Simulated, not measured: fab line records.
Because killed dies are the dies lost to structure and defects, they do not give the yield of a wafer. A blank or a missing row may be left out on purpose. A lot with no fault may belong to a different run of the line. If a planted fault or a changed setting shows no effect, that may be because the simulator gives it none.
Comparing a struck lot with a sound one || flow gf180mcu || 18 out of 602 route steps
Sound: these wafers, L359.1, L359.3, L359.5. Struck: wafers L363.2, L363.3 (left out: L363.4, a lot-mate that was not struck); the cause follows at the end.
Each step with rows lists, per side, the tool, then ch with its chambers, then its first start. Under that, the readings that differ: sound wafers || struck wafers || difference of the means || sigmas: that difference in standard deviations of wafers without a fault.
alike: a reading whose means differ by less than 2 such deviations, as well as words and numbers matching on both sides. not compared: withheld readings; readings where some wafer has no value; bounds like >300 that might hide an equal value; numbers whose values overlap and for which the record gives no deviation.
A row with sigmas, a row that says differs or no value, or rows on one side alone: a step with any of these is where the two part. When numbers do not overlap yet have no deviation, they are printed without sigmas and do not part them. A reading that every wafer of one side lacks parts them only if that side has two wafers or more.

first, 3 steps without rows for these wafers: GF_V5_EXPOSE_11 (exposes mask Via5, target cd 260 nm); GF_V5_PEB_12 (peb time 90 s); GF_V5_DEVELOP_13 (develop time 60 s).
GF_V5_CD_MEAS_14: the cd target is 260 nm.
  struck on cd-sem-01, day 29 05:44; sound on cd-sem-02, day 27 11:22
  alike: cd-nm
GF_V5_OVL_MEAS_15:
  struck on overlay-01, day 29 05:51; sound on overlay-02, day 27 11:29
  alike: V5_OVL
GF_V5_ETCH_16: etches BARC in N2/H2.
  sound on rie-diel-01 ch 0,1,2, day 27 11:32; struck on rie-diel-01 ch 0,2, day 29 05:53
  alike: drypump-motor-current-A, oes-product-au, throttle-valve-pct
then, 1 step without rows for these wafers: GF_V5_ETCH_17 (etches SiO2 in C4F8/O2/Ar, stops on TiN, target depth 855 nm).
GF_V5_STRIP_18: strips in O2/N2.
  sound on plasma-asher-01 ch 1, day 27 11:41; struck on plasma-asher-02 ch 0,1, day 29 06:02
  alike: drypump-motor-current-A, heater-power-w, oes-product-au
  not compared: rf-hours-counter-h
then, 2 steps without rows for these wafers: GF_V5_STRIP_19 (strips in post etch residue remover, time 1200 s); GF_V5_CLEAN_20 (cleans in DIW).
GF_V5_SPUTTER_21: material Ti, target thk 15 nm, time 80.02 s.
  struck on pvd-sputter-01, day 29 06:34; sound on pvd-sputter-03, day 27 12:13
  alike: cathode-dc-power-W, throttle-valve-pct
GF_V5_SPUTTER_22: material TiN, target thk 10 nm, time 40 s.
  struck on pvd-sputter-01, day 29 06:38; sound on pvd-sputter-03, day 27 12:17
  alike: cathode-dc-power-W, throttle-valve-pct
GF_V5_CVD_23: deposits W, target thk 350 nm, time 104.9 s.
  sound on cvd-w-02 ch 0,1, day 27 12:19; struck on cvd-w-02 ch 1, day 29 06:40
{"reading": "model.W_of_V5_CVD_23.thk-nm (nm)", "sound": "347.5 345.9 345.6", "struck": "195.7 196.1", "difference": -150.4, "sigmas": ""}
  alike: heater-power-w
GF_V5_RS_MEAS_24: measures by four-point-probe.
  struck on film-metro-01, day 29 06:48; sound on film-metro-04, day 27 12:26
{"reading": "V5_W_RS (ohm/sq)", "sound": "0.330 0.330 0.331", "struck": "0.590 0.588", "difference": "+0.259", "sigmas": "+78"}
GF_V5_THK_MEAS_25: measures by xrf.
  struck on film-metro-01, day 29 06:55; sound on film-metro-04, day 27 12:33
{"reading": "V5_W_THK (nm)", "sound": "341 341 339", "struck": "195 194", "difference": -146, "sigmas": -36}
GF_V5_CMP_26: polishes, stops on SiO2, t overpolish 15 s, target thk 0 nm.
  sound on cmp-01 ch 0,1,3, day 27 12:37; struck on cmp-01 ch 2,3, day 29 06:58
{"reading": "time-to-endpoint-s (s)", "sound": "82 84 82", "struck": "56 50", "difference": -30, "sigmas": -7}
  alike: motor-current-A, slurry-filter-dp-kPa, slurry-flow-ml-min
GF_TOP_METAL_SPUTTER_00: material Ti, target thk 37.5 nm, time 150 s.
  struck on pvd-sputter-04, day 29 07:16; sound on pvd-sputter-02, day 27 12:55
  alike: cathode-dc-power-W, throttle-valve-pct
GF_PASSIVATION_PROBE_99:
  the record holds rows for the sound wafers here (prober-01, day 29 07:03) but none for the struck ones

== WHERE THEY PART ==
First at GF_V5_RS_MEAS_24; last, within this record, at GF_PASSIVATION_PROBE_99.

WHY: whatever the simulator had introduced
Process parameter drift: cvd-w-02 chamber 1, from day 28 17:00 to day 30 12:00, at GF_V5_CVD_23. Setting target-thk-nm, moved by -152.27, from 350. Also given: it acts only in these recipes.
